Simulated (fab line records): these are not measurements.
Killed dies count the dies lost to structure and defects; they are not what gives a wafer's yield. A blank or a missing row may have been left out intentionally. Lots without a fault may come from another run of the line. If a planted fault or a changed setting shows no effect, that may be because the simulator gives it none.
fab line records	flow sky130
record: lots: 6	wafers: 18	last_day: 50
route steps=708 shown LOCAL_INTERCONNECT@396 CONTACT@406 PAD_OPEN@708
lots untouched by any fault: they come from a run of this same line in which no faults occurred
start_h: start of the lot's first displayed wafer, in hours after the record's first day	wait_h: how many hours have passed since the lot's step before this one	" same as the row above	L1.1+2: a single row standing in for several wafers	- no value, or no start given	* or withheld: withheld	< > ~ a bound
route shown NAME@n: a module of which the file shows steps, and the number in the route of the first	usual: mean and standard deviation over wafers with no fault	same: alike in all rows	chamber/n: place in a boat	sites: readings site by site	_std_site: the standard deviation of these	_edge_site: the outer-site mean with the inner-site mean subtracted	radius_mm: for every site, how far away it sits from the centre of the wafer	mask NAME#n: copy n	behind: tool/chamber where the wafer was last shaped	hold: what put the lot on hold/how long, in hours/how the hold closed	device: the n, p or np transistor that did not switch	end of line: the tests these same wafers got at the end of their route	for a step that has no rows: nothing shown but its recipe	killed: the dies lost at the first sort to structure and to defects; this is not the yield of the wafer	map: a wafer's dies, marking killed ones x, the rest . and places with no die _
set.NAME: the run value of the setting; set.NAME@STEP: its run value at that earlier step	model.NAME: the simulator's own value behind a step, which no gauge read
lots at some steps of the route; a table a step, a row a wafer
services: from which hour (start_h, from the record's first day; less than 0 if before it) a tool's chamber was out of use, for how many hours, and why
== steps ==
step: SKY_LOCAL_INTERCONNECT_PEB_09
recipe: peb_temp_c: withheld	peb_time_s: withheld	resist: KrF-thick
step: SKY_LOCAL_INTERCONNECT_DEVELOP_10
recipe: develop_time_s: 60	resist: KrF-thick	dev_temp_c: 21
step: SKY_LOCAL_INTERCONNECT_CD_MEAS_11
recipe: target_cd_nm: 170
usual: cd_nm: 170.2/1.5
lot.wafer	tool	chamber	start_h	wait_h	cd_nm
L133.3	cd_sem-02	-	729.60	-	170.8
L133.4	"	-	"	"	170.5
L133.5	"	-	"	"	171.6
L139.1	cd_sem-01	-	772.65	-	169.5
L139.2	"	-	"	"	169.6
L139.6	"	-	"	"	169.6
L138.1	cd_sem-02	-	776.06	-	169.9
L138.3	"	-	"	"	170.2
L138.4	"	-	"	"	171.1
L140.2	cd_sem-01	-	785.63	-	170.3
L140.3	"	-	"	"	170.8
L140.4	"	-	"	"	170.4
L153.2	cd_sem-01	-	884.43	-	169.0
L153.3	"	-	"	"	168.8
L153.5	"	-	"	"	169.6
L154.2	cd_sem-01	-	896.78	-	169.2
L154.3	"	-	"	"	168.0
L154.5	"	-	"	"	169.9
step: SKY_LOCAL_INTERCONNECT_OVL_MEAS_12
usual: LOCAL_INTERCONNECT_OVL: 3/5.7
lot.wafer	tool	chamber	start_h	wait_h	LOCAL_INTERCONNECT_OVL[nm]
L133.3	overlay-02	-	729.69	0.1	2
L133.4	"	-	"	"	5
L133.5	"	-	"	"	-4
L139.1	overlay-02	-	772.77	0.1	0
L139.2	"	-	"	"	8
L139.6	"	-	"	"	3
L138.1	overlay-01	-	776.18	0.1	-3
L138.3	"	-	"	"	0
L138.4	"	-	"	"	1
L140.2	overlay-01	-	785.74	0.1	-5
L140.3	"	-	"	"	-4
L140.4	"	-	"	"	-4
L153.2	overlay-01	-	884.54	0.1	5
L153.3	"	-	"	"	-2
L153.5	"	-	"	"	-1
L154.2	overlay-01	-	896.88	0.1	2
L154.3	"	-	"	"	3
L154.5	"	-	"	"	-4
step: SKY_LOCAL_INTERCONNECT_ETCH_13
recipe: chemistry: N2/H2	target: BARC	ion_energy_ev: 200	bias_w: 100	pressure_mtorr: 30	n2_flow_sccm: 100	h2_flow_sccm: 200	icp_w: 500	stop_on: SiO2	time_s: 45.9	target_depth_a: 600
usual: bias_w: 100.0/0.32	drypump_motor_current_A: 5.72/0.23	oes_product_au: 0.854/0.0047	throttle_valve_pct: 13.224/0.0093
same: time_s: 45.9
lot.wafer	tool	chamber	start_h	wait_h	bias_w	drypump_motor_current_A	oes_product_au	rf_hours_counter_h	throttle_valve_pct
L133.3	rie_metal-01	0	729.74	0.0	99.8	5.39	0.850	-	13.217
L133.4	"	1	"	"	100.1	5.87	0.855	-	13.222
L133.5	"	0	"	"	100.1	5.39	0.854	-	13.223
L139.1	rie_metal-03	0	772.81	0.0	99.8	5.95	0.853	8	13.232
L139.2	"	1	"	"	100.2	5.66	0.853	2	13.227
L139.6	"	1	"	"	100.6	5.68	0.857	-	13.232
L138.1	rie_metal-01	0	776.22	0.0	100.0	5.40	0.851	8	13.227
L138.3	"	0	"	"	100.5	5.39	0.861	-	13.226
L138.4	"	1	"	"	100.2	5.89	0.848	-	13.221
L140.2	rie_metal-04	1	785.79	0.0	99.3	5.93	0.874	-	13.222
L140.3	"	1	"	"	99.7	5.97	0.856	-	13.222
L140.4	"	1	"	"	99.9	5.96	0.854	-	13.211
L153.2	rie_metal-03	1	884.57	0.0	100.1	5.66	0.859	8	13.205
L153.3	"	1	"	"	100.4	5.67	0.856	-	13.240
L153.5	"	0	"	"	99.9	5.97	0.853	-	13.219
L154.2	rie_metal-01	1	896.91	0.0	99.5	5.88	0.849	10	13.229
L154.3	"	0	"	"	100.4	5.41	0.847	-	13.242
L154.5	"	1	"	"	99.5	5.88	0.853	-	13.231
step: SKY_LOCAL_INTERCONNECT_METAL_ETCH_14
recipe: target_depth_nm: 110	stop_on: PSG	chemistry: Cl2/BCl3	target: TiN	resist_sidewall_deg: 88	pressure_mtorr: 10	icp_w: 900	bias_w: 48.5	Cl2_flow_sccm: 60	bcl3_flow_sccm: 30	time_s: 31.4
usual: bias_w: 48.50/0.12	drypump_motor_current_A: 5.71/0.23	mfc_cl2_sccm: 59.97/0.17	oes_product_au: 0.940/0.0072	throttle_valve_pct: 21.902/0.01
same: time_s: 31.4
lot.wafer	tool	chamber	start_h	wait_h	bias_w	drypump_motor_current_A	mfc_cl2_sccm	oes_product_au	rf_hours_counter_h	throttle_valve_pct
L133.3	rie_metal-01	0	729.80	0.0	48.75	5.38	60.14	0.935	-	21.889
L133.4	"	1	"	"	48.46	5.85	60.14	0.928	-	21.914
L133.5	"	0	"	"	48.65	5.37	59.94	0.935	-	21.901
L139.1	rie_metal-03	0	772.87	0.0	48.35	5.91	60.24	0.942	9	21.904
L139.2	"	1	"	"	48.61	5.67	59.95	0.939	2	21.893
L139.6	"	1	"	"	48.68	5.67	59.88	0.945	-	21.914
L138.1	rie_metal-01	0	776.28	0.0	48.73	5.38	59.92	0.941	8	21.914
L138.3	"	0	"	"	48.60	5.37	60.03	0.931	-	21.897
L138.4	"	1	"	"	48.45	5.86	59.73	0.936	-	21.916
L140.2	rie_metal-04	1	785.91	0.1	48.57	5.92	60.03	0.933	-	21.924
L140.3	"	1	"	"	48.44	5.94	59.88	0.931	-	21.908
L140.4	"	1	"	"	48.41	5.94	59.85	0.937	-	21.904
L153.2	rie_metal-03	1	884.63	0.0	48.43	5.63	60.05	0.932	8	21.886
L153.3	"	1	"	"	48.35	5.65	59.76	0.943	-	21.894
L153.5	"	0	"	"	48.40	5.95	60.00	0.940	-	21.917
L154.2	rie_metal-01	1	896.98	0.0	48.56	5.86	59.77	0.937	10	21.896
L154.3	"	0	"	"	48.59	5.37	60.00	0.949	-	21.883
L154.5	"	1	"	"	48.52	5.87	59.63	0.941	-	21.902
step: SKY_LOCAL_INTERCONNECT_STRIP_15
recipe: chemistry: O2/N2	power_w: 1400	pressure_mtorr: 1500	platen_temp_c: withheld	o2_flow_sccm: 3000	n2_flow_sccm: 300	overash_fraction: 0.5
usual: drypump_motor_current_A: 5.5/0.38	oes_product_au: 0.426/0.0044	strip_time_to_endpoint_s: 4.724/0.019
lot.wafer	tool	chamber	start_h	wait_h	drypump_motor_current_A	oes_product_au	rf_hours_counter_h	strip_time_to_endpoint_s
L133.3	plasma_asher-02	0	729.87	0.1	5.9	0.426	-	4.746
L133.4	"	1	"	"	5.0	0.425	-	4.703
L133.5	"	0	"	"	5.9	0.427	-	4.702
L139.1	plasma_asher-01	1	772.92	0.0	5.6	0.428	65	4.696
L139.2	"	0	"	"	5.8	0.423	65	4.724
L139.6	"	0	"	"	5.7	0.428	-	4.734
L138.1	plasma_asher-01	1	776.33	0.0	5.6	0.431	65	4.722
L138.3	"	1	"	"	5.6	0.420	-	4.725
L138.4	"	0	"	"	5.7	0.426	-	4.712
L140.2	plasma_asher-03	0	786.00	0.1	4.9	0.430	36	4.722
L140.3	"	1	"	"	5.7	0.433	-	4.724
L140.4	"	0	"	"	4.9	0.426	-	4.709
L153.2	plasma_asher-02	0	884.68	0.0	5.9	0.434	15	4.718
L153.3	"	1	"	"	5.0	0.421	-	4.722
L153.5	"	0	"	"	5.8	0.426	-	4.717
L154.2	plasma_asher-02	0	897.03	0.0	5.9	0.424	16	4.725
L154.3	"	1	"	"	5.0	0.426	-	4.704
L154.5	"	1	"	"	5.0	0.427	-	4.709
step: SKY_LOCAL_INTERCONNECT_STRIP_16
recipe: chemistry: post_etch_residue_remover	time_s: 1200	temp_c: 72.5
step: SKY_LOCAL_INTERCONNECT_CLEAN_17
recipe: chemistry: IPA	time_s: 180	temp_c: 25
step: SKY_LOCAL_INTERCONNECT_CLEAN_18
recipe: chemistry: O3/DIW	dry: n2_spin
step: SKY_CONTACT_CVD_00
recipe: material: Si3N4	target_thk_nm: 75	temp_c: 400	time_s: withheld	rf_w: 450
usual: heater_power_w: 723/94
lot.wafer	tool	chamber	start_h	wait_h	heater_power_w
L133.3	pecvd-01	1	730.43	0.0	705
L133.4	"	1	"	"	714
L133.5	"	2	"	"	540
L139.1	pecvd-02	1	773.52	0.0	804
L139.2	"	0	"	"	766
L139.6	"	0	"	"	745
L138.1	pecvd-03	1	776.96	0.0	876
L138.3	"	2	"	"	853
L138.4	"	2	"	"	827
L140.2	pecvd-01	0	786.59	0.0	786
L140.3	"	1	"	"	748
L140.4	"	0	"	"	830
L153.2	pecvd-02	2	885.29	0.0	596
L153.3	"	1	"	"	772
L153.5	"	0	"	"	729
L154.2	pecvd-02	2	897.66	0.0	645
L154.3	"	0	"	"	675
L154.5	"	1	"	"	749
step: SKY_CONTACT_THK_MEAS_01
recipe: reads: Si3N4_of_CONTACT_CVD_00
usual: CONTACT_CVD_00_THK: 75.2/0.96
lot.wafer	tool	chamber	start_h	wait_h	CONTACT_CVD_00_THK[nm]
L133.3	film_metro-04	-	730.49	-	74.0
L133.4	"	-	"	"	74.7
L133.5	"	-	"	"	74.8
L139.1	film_metro-04	-	773.55	-	74.3
L139.2	"	-	"	"	73.8
L139.6	"	-	"	"	75.5
L138.1	film_metro-02	-	776.99	-	74.4
L138.3	"	-	"	"	73.9
L138.4	"	-	"	"	75.8
L140.2	film_metro-04	-	786.63	-	74.4
L140.3	"	-	"	"	74.2
L140.4	"	-	"	"	74.5
L153.2	film_metro-02	-	885.33	-	74.7
L153.3	"	-	"	"	75.4
L153.5	"	-	"	"	77.0
L154.2	film_metro-03	-	897.71	-	75.1
L154.3	"	-	"	"	75.8
L154.5	"	-	"	"	76.7
step: SKY_CONTACT_HDPCVD_02
recipe: material: SiO2	target_thk_nm: 565	sigma_open_frac: 0.3	time_s: 94.2	temp_c: 600	sih4_flow_sccm: 60	pressure_mtorr: 6
usual: run_length_s: 122.1/0.61
lot.wafer	tool	chamber	start_h	wait_h	run_length_s	model.SiO2_of_CONTACT_HDPCVD_02.thk_nm
L133.3	hdpcvd-02	0	730.53	0.0	121.9	567.4
L133.4	"	1	"	"	122.2	561.1
L133.5	"	2	"	"	122.0	570.6
L139.1	hdpcvd-02	0	773.61	0.1	121.7	559.5
L139.2	"	2	"	"	121.7	566.8
L139.6	"	0	"	"	121.7	565.8
L138.1	hdpcvd-01	1	777.05	0.1	123.3	570.2
L138.3	"	2	"	"	121.4	572.9
L138.4	"	0	"	"	122.2	568.7
L140.2	hdpcvd-01	2	786.68	0.0	121.7	560.8
L140.3	"	1	"	"	123.3	566.3
L140.4	"	0	"	"	121.8	569
L153.2	hdpcvd-01	0	885.38	0.0	119.1	546.9
L153.3	"	1	"	"	119.4	547.2
L153.5	"	0	"	"	118.2	552.1
L154.2	hdpcvd-01	1	897.76	0.0	120.4	550
L154.3	"	0	"	"	118.2	548
L154.5	"	2	"	"	118.0	553.8
step: SKY_CONTACT_THK_MEAS_03
recipe: reads: SiO2_of_CONTACT_HDPCVD_02
usual: CONTACT_HDPCVD_THK: 566/4.8
lot.wafer	tool	chamber	start_h	wait_h	CONTACT_HDPCVD_THK[nm]
L133.3	film_metro-03	-	730.62	0.1	568
L133.4	"	-	"	"	561
L133.5	"	-	"	"	571
L139.1	film_metro-03	-	773.68	0.0	559
L139.2	"	-	"	"	567
L139.6	"	-	"	"	566
L138.1	film_metro-03	-	777.12	0.0	570
L138.3	"	-	"	"	573
L138.4	"	-	"	"	569
L140.2	film_metro-02	-	786.76	0.0	560
L140.3	"	-	"	"	567
L140.4	"	-	"	"	569
L153.2	film_metro-04	-	885.46	0.0	547
L153.3	"	-	"	"	547
L153.5	"	-	"	"	552
L154.2	film_metro-04	-	897.84	0.0	550
L154.3	"	-	"	"	548
L154.5	"	-	"	"	554
step: SKY_CONTACT_CMP_04
recipe: material: SiO2	down_force_psi: 4	platen_rpm: 60	pad_velocity_m_s: 0.94248
usual: edge_zone_pressure_frac: 1.000/0.0046	motor_current_A: 11.7/1.6	time_to_endpoint_s: 84/3.7
lot.wafer	tool	chamber	start_h	wait_h	edge_zone_pressure_frac	motor_current_A	time_to_endpoint_s
L133.4	cmp-01	2	730.66	0.0	1.000	14.0	77
L133.3	"	3	"	"	0.996	10.8	80
L133.5	"	2	"	"	1.005	14.5	84
L139.1	cmp-02	0	773.74	0.1	1.004	11.6	80
L139.2	"	1	"	"	1.008	9.4	86
L139.6	"	1	"	"	1.002	9.1	85
L138.1	cmp-02	1	777.18	0.1	0.999	9.4	86
L138.3	"	2	"	"	0.995	12.0	91
L138.4	"	3	"	"	0.993	12.3	86
L140.4	cmp-02	0	786.85	0.1	1.001	11.6	86
L140.3	"	1	"	"	1.002	8.8	84
L140.2	"	3	"	"	1.005	12.2	80
L153.3	cmp-01	2	885.51	0.0	1.002	15.2	79
L153.2	"	3	"	"	0.994	10.2	74
L153.5	"	2	"	"	1.005	14.6	82
L154.2	cmp-02	0	897.94	0.1	1.004	11.9	78
L154.3	"	2	"	"	1.001	13.5	77
L154.5	"	3	"	"	0.989	11.5	78
step: SKY_PAD_OPEN_PROBE_99
usual: killed_at_M0_to_M3: 43/7.2	killed_at_M4_up: 3.0/2	killed_at_contacts: 24/5.5	killed_at_front_end: 15/4.2	killed_at_other: 0.3/0.51	killed_dies: 85/10	killed_open: 46/7.3	killed_short: 38/6.4
same: gross_dies: 492	killed_at_back_side: 0
lot.wafer	tool	chamber	start_h	wait_h	killed_at_M0_to_M3	killed_at_M4_up	killed_at_contacts	killed_at_front_end	killed_at_other	killed_dies	killed_open	killed_short
L139.1	prober-01	-	1129.71	0.1	47	2	28	16	1	94	53	41
L139.2	prober-01	-	1129.76	0.1	48	7	25	10	0	90	50	40
L139.6	prober-01	-	1129.96	0.2	47	0	29	11	1	88	46	42
L140.2	prober-01	-	1139.27	0.1	44	1	20	20	0	85	48	37
L140.3	prober-01	-	1139.32	0.2	50	3	27	20	1	101	61	40
L140.4	prober-01	-	1139.37	0.2	52	1	24	18	1	96	58	38
L153.2	prober-01	-	1203.53	0.1	48	2	35	14	1	100	56	44
L153.3	prober-01	-	1203.58	0.2	49	3	32	10	0	94	61	33
L153.5	prober-01	-	1203.68	0.2	29	1	21	18	0	69	39	30
L154.2	prober-01	-	1211.03	0.1	42	3	25	14	1	85	46	39
L154.3	prober-01	-	1211.08	0.2	51	14	14	14	0	93	47	46
L154.5	prober-01	-	1211.18	0.2	54	3	16	21	0	94	48	46
killed by level:class
L139.1 VIA1:geometric_particle:open=14 LI_CONTACT:geometric_particle:open=10 CONTACT:geometric_particle:open=9 VIA2:geometric_particle:open=8 CONTACT:geometric_particle:short=6 FIELD_ISO:geometric_particle:short=5 VIA1:geometric_particle:short=5 METAL2:geometric_particle:short=5
L139.2 VIA1:geometric_particle:open=18 VIA1:geometric_particle:short=10 CONTACT:geometric_particle:open=7 METAL2:geometric_particle:short=7 LOCAL_INTERCONNECT:geometric_particle:short=6 LI_CONTACT:geometric_particle:open=6 VIA3:geometric_particle:open=4 METAL1:geometric_particle:short=4
L139.6 VIA1:geometric_particle:open=14 CONTACT:geometric_particle:open=12 LOCAL_INTERCONNECT:geometric_particle:short=7 METAL1:geometric_particle:short=7 LI_CONTACT:geometric_particle:open=5 SPACER:geometric_particle:short=4 LI_CONTACT:geometric_particle:short=4 VIA2:geometric_particle:open=4
L140.2 VIA1:geometric_particle:open=12 LI_CONTACT:geometric_particle:open=9 METAL1:geometric_particle:short=9 VIA2:geometric_particle:open=7 FIELD_ISO:geometric_particle:short=6 CONTACT:geometric_particle:open=6 FIELD_ISO:geometric_particle:open=4 POLY_GATE:geometric_particle:short=4
L140.3 VIA1:geometric_particle:open=13 CONTACT:geometric_particle:open=11 LI_CONTACT:geometric_particle:open=8 VIA2:geometric_particle:open=7 FIELD_ISO:geometric_particle:open=6 METAL1:geometric_particle:short=6 VIA3:geometric_particle:short=6 LOCAL_INTERCONNECT:geometric_particle:short=5
L140.4 VIA1:geometric_particle:open=19 LI_CONTACT:geometric_particle:open=9 CONTACT:geometric_particle:open=6 VIA1:geometric_particle:short=6 FIELD_ISO:geometric_particle:short=5 VIA2:geometric_particle:open=5 VIA2:geometric_particle:short=4 VIA3:geometric_particle:open=4
L153.2 LI_CONTACT:geometric_particle:open=13 CONTACT:geometric_particle:open=12 VIA3:geometric_particle:open=9 VIA2:geometric_particle:open=8 METAL2:geometric_particle:short=7 METAL1:geometric_particle:short=6 CONTACT:geometric_particle:short=5 POLY_GATE:geometric_particle:short=5
L153.3 VIA1:geometric_particle:open=17 LI_CONTACT:geometric_particle:open=11 CONTACT:geometric_particle:open=10 CONTACT:geometric_particle:short=9 METAL2:geometric_particle:short=6 VIA2:geometric_particle:open=6 VIA3:geometric_particle:open=5 FIELD_ISO:geometric_particle:short=4
L153.5 CONTACT:geometric_particle:open=9 FIELD_ISO:geometric_particle:open=7 VIA1:geometric_particle:open=6 METAL2:geometric_particle:short=6 VIA3:geometric_particle:open=5 LI_CONTACT:geometric_particle:open=4 FIELD_ISO:geometric_particle:short=3 POLY_GATE:geometric_particle:short=3
L154.2 CONTACT:geometric_particle:open=14 VIA1:geometric_particle:open=12 POLY_GATE:geometric_particle:short=8 VIA2:geometric_particle:open=5 VIA1:geometric_particle:short=5 VIA3:geometric_particle:open=5 METAL2:geometric_particle:short=4 LOCAL_INTERCONNECT:geometric_particle:short=4
L154.3 VIA1:geometric_particle:open=12 METAL4:geometric_particle:short=10 VIA3:geometric_particle:open=7 CONTACT:geometric_particle:open=7 VIA2:geometric_particle:open=6 VIA1:geometric_particle:short=5 POLY_GATE:geometric_particle:short=5 VIA2:geometric_particle:short=5
L154.5 VIA1:geometric_particle:open=12 METAL1:geometric_particle:short=9 CONTACT:geometric_particle:open=8 VIA2:geometric_particle:open=8 FIELD_ISO:geometric_particle:open=6 POLY_GATE:geometric_particle:short=5 VIA1:geometric_particle:short=5 FIELD_ISO:geometric_particle:short=4
== services ==
tool	chamber	start_h	hours	kind
hdpcvd-02	-	706.35	2.8	pm
rie_metal-04	1	708.11	6.7	repair
hdpcvd-02	0	718.02	2.4	repair
rie_metal-03	1	719.08	15.8	repair
hdpcvd-02	-	721.23	0.3	repair
cmp-02	-	721.41	14.2	pm
plasma_asher-02	-	733.75	9.0	pm
cmp-01	-	735.61	7.7	pm
pecvd-02	-	744.50	0.5	repair
cmp-01	-	746.08	4.0	pm
pecvd-02	2	762.57	4.1	repair
plasma_asher-01	-	768.38	1.5	repair
hdpcvd-02	-	781.84	1.9	repair
rie_metal-03	0	784.67	26.2	repair
rie_metal-01	1	807.95	3.0	repair
hdpcvd-01	-	808.77	3.4	repair
cmp-02	-	811.74	2.0	repair
cmp-01	-	816.59	2.8	repair
hdpcvd-02	-	818.46	14.6	pm
plasma_asher-02	-	843.14	2.1	repair
plasma_asher-01	-	859.13	0.9	repair
plasma_asher-01	-	864.60	0.7	repair
cmp-02	-	868.57	4.8	pm
plasma_asher-02	-	881.66	1.8	repair
== key ==
first_sign: step: SKY_CONTACT_HDPCVD_02	reading: run_length_s	direction: down	sigmas: 5.3	usual: *	struck: *
effect: step: SKY_CONTACT_THK_MEAS_03	reading: CONTACT_HDPCVD_THK	direction: down	sigmas: 3.4	usual: 566	struck: 550
model_effect: step: SKY_CONTACT_HDPCVD_02	value: SiO2_of_CONTACT_HDPCVD_02.thk_nm	without: 570.7	struck: 549.7
met_at SKY_CONTACT_HDPCVD_02
struck_wafers L153.2,L153.3,L153.5,L154.2,L154.3,L154.5
tester_left_out L153,L154
onset_between 786.68 885.38
fault: kind: process_parameter_drift	tool: hdpcvd-01	chamber: -	onset_h: 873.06	steps: SKY_CONTACT_HDPCVD_02	channel: time_s	offset: *	shape: step	end_h: 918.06	acts_in: *	stated: *
tester_left_out: of these lots the tester's yield and bins aren't shown, on N5 and GAA mostly nor the transistor test; their killed dies are dies lost to structure and defects alone, not to doping, threshold or leakage, so they don't give the yield
